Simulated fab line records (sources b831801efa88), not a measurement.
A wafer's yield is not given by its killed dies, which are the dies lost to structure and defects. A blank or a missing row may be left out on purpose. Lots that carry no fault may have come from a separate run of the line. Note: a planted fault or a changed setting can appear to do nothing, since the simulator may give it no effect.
Which tool is to blame? :: flow sky130 :: Sampling: 12 lots, 36 wafers, 2 of 708 route steps

WHAT THE GAUGES READ, wafer by wafer
SKY_VIA4_THK_MEAS_20: measures by xrf. Usual: for VIA4_W_THK the level is 532 nm and the standard deviation is 7.7.
lot: L633
measured: day 42 18:37
on: filmMetro-04
VIA4_W_THK (nm): 530 528 534
flag: 

lot: L634
measured: day 42 21:43
on: filmMetro-01
VIA4_W_THK (nm): 522 520 529
flag: 

lot: L636
measured: day 43 20:31
on: filmMetro-02
VIA4_W_THK (nm): 524 528 523
flag: 

lot: L637
measured: day 44 01:22
on: filmMetro-02
VIA4_W_THK (nm): 540 545 539
flag: 

lot: L638
measured: day 44 08:06
on: filmMetro-04
VIA4_W_THK (nm): 527 528 536
flag: 

lot: L639
measured: day 44 19:38
on: filmMetro-02
VIA4_W_THK (nm): 535 540 536
flag: 

lot: L640
measured: day 44 22:43
on: filmMetro-01
VIA4_W_THK (nm): 534 528 528
flag: 

lot: L645
measured: day 46 02:22
on: filmMetro-02
VIA4_W_THK (nm): 544 543 541
flag: 

lot: L646
measured: day 46 08:55
on: filmMetro-04
VIA4_W_THK (nm): 524 532 526
flag: 

lot: L653
measured: day 48 02:10
on: filmMetro-01
VIA4_W_THK (nm): 516 517 524
flag: 

lot: L655
measured: day 48 11:43
on: filmMetro-04
VIA4_W_THK (nm): 546 544 540
flag: 

lot: L656
measured: day 48 15:04
on: filmMetro-02
VIA4_W_THK (nm): 531 526 525
flag: 

WHICH TOOL RAN EACH LOT (tool, then ch and the chambers of the sampled wafers, then the start)
lot: L633
SKY_VIA2_STRIP_16: plasmaAsher-01 ch 0,1, day 36 05:29

lot: L634
SKY_VIA2_STRIP_16: plasmaAsher-01 ch 1, day 36 10:20

lot: L636
SKY_VIA2_STRIP_16: plasmaAsher-01 ch 1, day 37 12:23

lot: L637
SKY_VIA2_STRIP_16: plasmaAsher-01 ch 1, day 37 17:47

lot: L638
SKY_VIA2_STRIP_16: plasmaAsher-01 ch 0, day 38 01:44

lot: L639
SKY_VIA2_STRIP_16: plasmaAsher-04 ch 0,1, day 38 12:02

lot: L640
SKY_VIA2_STRIP_16: plasmaAsher-01 ch 0,1, day 38 17:14

lot: L645
SKY_VIA2_STRIP_16: plasmaAsher-01 ch 0,1, day 40 00:57

lot: L646
SKY_VIA2_STRIP_16: plasmaAsher-01 ch 0,1, day 40 08:02

lot: L653
SKY_VIA2_STRIP_16: plasmaAsher-04 ch 0, day 42 09:48

lot: L655
SKY_VIA2_STRIP_16: plasmaAsher-04 ch 0,1, day 42 20:11

lot: L656
SKY_VIA2_STRIP_16: plasmaAsher-04 ch 0,1, day 42 23:35
- SKY_VIA2_STRIP_16: strips in O2/N2.

WHAT THE TOOLS THEMSELVES READ (means of the sampled wafers that have a number; where no wafer has one, the mark that the record gives instead)
SKY_VIA2_STRIP_16. Usual: drypumpMotorCurrentA 5.5 A, standard deviation 0.34; oesProductAu 0.398 a.u., standard deviation 0.0045; stripTimeToEndpointS 4.045 s, standard deviation 0.023.
lot: L633
tool: plasmaAsher-01
drypumpMotorCurrentA (A): 5.4
oesProductAu (a.u.): 0.397
stripTimeToEndpointS (s): 4.059
flag: 

lot: L634
tool: plasmaAsher-01
drypumpMotorCurrentA (A): 5.6
oesProductAu (a.u.): 0.398
stripTimeToEndpointS (s): 4.051
flag: 

lot: L636
tool: plasmaAsher-01
drypumpMotorCurrentA (A): 5.6
oesProductAu (a.u.): 0.396
stripTimeToEndpointS (s): 4.061
flag: 

lot: L637
tool: plasmaAsher-01
drypumpMotorCurrentA (A): 5.7
oesProductAu (a.u.): 0.401
stripTimeToEndpointS (s): 4.032
flag: 

lot: L638
tool: plasmaAsher-01
drypumpMotorCurrentA (A): 5.1
oesProductAu (a.u.): 0.398
stripTimeToEndpointS (s): 4.038
flag: 

lot: L639
tool: plasmaAsher-04
drypumpMotorCurrentA (A): 5.5
oesProductAu (a.u.): 0.401
stripTimeToEndpointS (s): 4.041
flag: 

lot: L640
tool: plasmaAsher-01
drypumpMotorCurrentA (A): 5.2
oesProductAu (a.u.): 0.400
stripTimeToEndpointS (s): 4.073
flag: 

lot: L645
tool: plasmaAsher-01
drypumpMotorCurrentA (A): 5.4
oesProductAu (a.u.): 0.397
stripTimeToEndpointS (s): 4.043
flag: 

lot: L646
tool: plasmaAsher-01
drypumpMotorCurrentA (A): 5.3
oesProductAu (a.u.): 0.397
stripTimeToEndpointS (s): 4.038
flag: 

lot: L653
tool: plasmaAsher-04
drypumpMotorCurrentA (A): 5.4
oesProductAu (a.u.): 0.394
stripTimeToEndpointS (s): 4.036
flag: 

lot: L655
tool: plasmaAsher-04
drypumpMotorCurrentA (A): 5.6
oesProductAu (a.u.): 0.402
stripTimeToEndpointS (s): 4.049
flag: 

lot: L656
tool: plasmaAsher-04
drypumpMotorCurrentA (A): 5.7
oesProductAu (a.u.): 0.398
stripTimeToEndpointS (s): 4.007
flag: 

THE ANSWER, worked out from the rows above alone
Rule: a lot is off if the mean of its wafers that have a number lies more than 3 standard deviations from the usual mean. Also off: a lot with no number at a reading for which 4 or more lots have one. Any other lot the step has rows for is counted as sound. After the gauges, taken in route order, come the tools' own readings; for these a lot's mean is taken, as printed above. The first step at which some lot is off is used, and at that step the reading that is off furthest; a lot without a number counts as furthest.
None of the lots is off at any reading shown; this tells nothing.

WHAT THE SIMULATOR HAD PUT IN
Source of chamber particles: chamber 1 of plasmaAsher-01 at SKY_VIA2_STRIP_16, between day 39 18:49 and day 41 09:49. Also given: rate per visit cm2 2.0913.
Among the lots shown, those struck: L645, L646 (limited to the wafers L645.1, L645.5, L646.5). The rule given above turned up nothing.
